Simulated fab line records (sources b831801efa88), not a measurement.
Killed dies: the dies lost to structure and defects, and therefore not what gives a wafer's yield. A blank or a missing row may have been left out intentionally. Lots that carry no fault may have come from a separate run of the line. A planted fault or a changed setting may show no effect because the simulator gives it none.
Struck lot and sound lot, side by side || flow sky130 || 16 steps out of a route of 708
Sound: the wafers L786.1, L786.4, L786.6. Struck: wafers L799.1, L799.6. The cause is given at the end.
At each step with rows: each side's tool, then ch and its chambers, then its first start. Under that, the readings that differ: sound wafers || struck wafers || difference of the means || sigmas: that difference in standard deviations of wafers without a fault.
alike: readings whose means differ by less than 2 such deviations, and words and numbers that are the same on both sides. not compared: withheld readings, readings that some wafer has no value for, bounds like >300 that may hide the same value, and numbers for which the record gives no deviation and whose values overlap.
A row with sigmas, a row that says differs or no value, or rows on one side alone: a step with any of these is where the two part. Numbers that have no deviation but don't overlap get no sigmas and don't part them. A reading that every wafer of one side lacks parts them only if that side has two wafers or more.

first, 2 steps without rows for these wafers: SKY_VT_ADJUST_PCH_PEB_05; SKY_VT_ADJUST_PCH_DEVELOP_06 (develop time 60 s).
SKY_VT_ADJUST_PCH_OVL_MEAS_07:
  sound on overlay-02 at day 11 11:16; struck on overlay-01 at day 15 02:40
  alike: VT_ADJUST_PCH_OVL
then, 1 step without rows for these wafers: SKY_VT_ADJUST_PCH_IMPLANT_08.
SKY_VT_ADJUST_PCH_STRIP_09: strips in O2/N2.
  sound on plasma-asher-03 ch 0,1, day 11 11:26; struck on plasma-asher-03 ch 1, day 15 02:52
  alike: drypump-motor-current-A, oes-product-au, strip-time-to-endpoint-s
  not compared: rf-hours-counter-h
SKY_VT_ADJUST_PCH_TW_MEAS_10:
  sound on film-metro-02 at day 11 11:32; struck on film-metro-02 at day 15 02:58
  alike: VT_ADJUST_PCH_TW
then, 6 steps without rows for these wafers: SKY_SONOS_TUNNEL_DEHYDRATE_00 (time 60 s); SKY_SONOS_TUNNEL_HMDS_01 (prime time 60 s); SKY_SONOS_TUNNEL_COAT_02 (resist thk 1140 nm); SKY_SONOS_TUNNEL_SOFTBAKE_03 (time 60 s); SKY_SONOS_TUNNEL_EXPOSE_04 (exposes mask TUNM, target cd 410 nm); SKY_SONOS_TUNNEL_PEB_05.
SKY_SONOS_TUNNEL_DEVELOP_06: develop time 60 s.
  sound on litho-track-01 ch 0, day 12 10:23; struck on litho-track-01 ch 0, day 16 06:47
  alike: chill-plate-temp-C, developer-temp-C, exhaust-pa
SKY_SONOS_TUNNEL_CD_MEAS_07: the cd target is 410 nm.
  sound on cd-sem-01 at day 12 10:32; struck on cd-sem-02 at day 16 07:07
{"reading": "cd-nm (nm)", "sound": "402.0 403.6 402.7", "struck": "282.9 285.4", "difference": -118.6, "sigmas": -49}
SKY_SONOS_TUNNEL_OVL_MEAS_08:
  sound on overlay-02 at day 12 10:40; struck on overlay-01 at day 16 07:14
  alike: SONOS_TUNNEL_OVL
-- the record jumps here: 33 days lie between the struck wafers' starts before and after (it left off in module SONOS_TUNNEL and takes up again in module PAD_OPEN, whose first step shown is number 708 of the route) --
SKY_PAD_OPEN_PROBE_99:
  sound on prober-01 at day 47 02:15; struck on prober-01 at day 49 14:20
{"reading": "model.etest.sonos-programmed.off-log10-a-um", "sound": "-13.98 -14.02 -14.01", "struck": "-13.87 -13.76", "difference": "+0.19", "sigmas": ""}
{"reading": "model.etest.sonos-uncharged.vt-v (V)", "sound": "-0.4428 -0.4421 -0.377", "struck": "-0.496 -0.503", "difference": -0.079, "sigmas": ""}
  alike: killed_at_M0_to_M3, killed_at_M4_up, killed-at-contacts, killed-at-front-end, killed-at-other, killed-dies, killed-on-rim, killed-open, killed-short

## WHERE THEY PART
Only at SKY_SONOS_TUNNEL_CD_MEAS_07, within this record. Later steps at which nothing parts them and some readings are alike: SKY_SONOS_TUNNEL_OVL_MEAS_08, SKY_PAD_OPEN_PROBE_99.

WHY: the cause the simulator had injected
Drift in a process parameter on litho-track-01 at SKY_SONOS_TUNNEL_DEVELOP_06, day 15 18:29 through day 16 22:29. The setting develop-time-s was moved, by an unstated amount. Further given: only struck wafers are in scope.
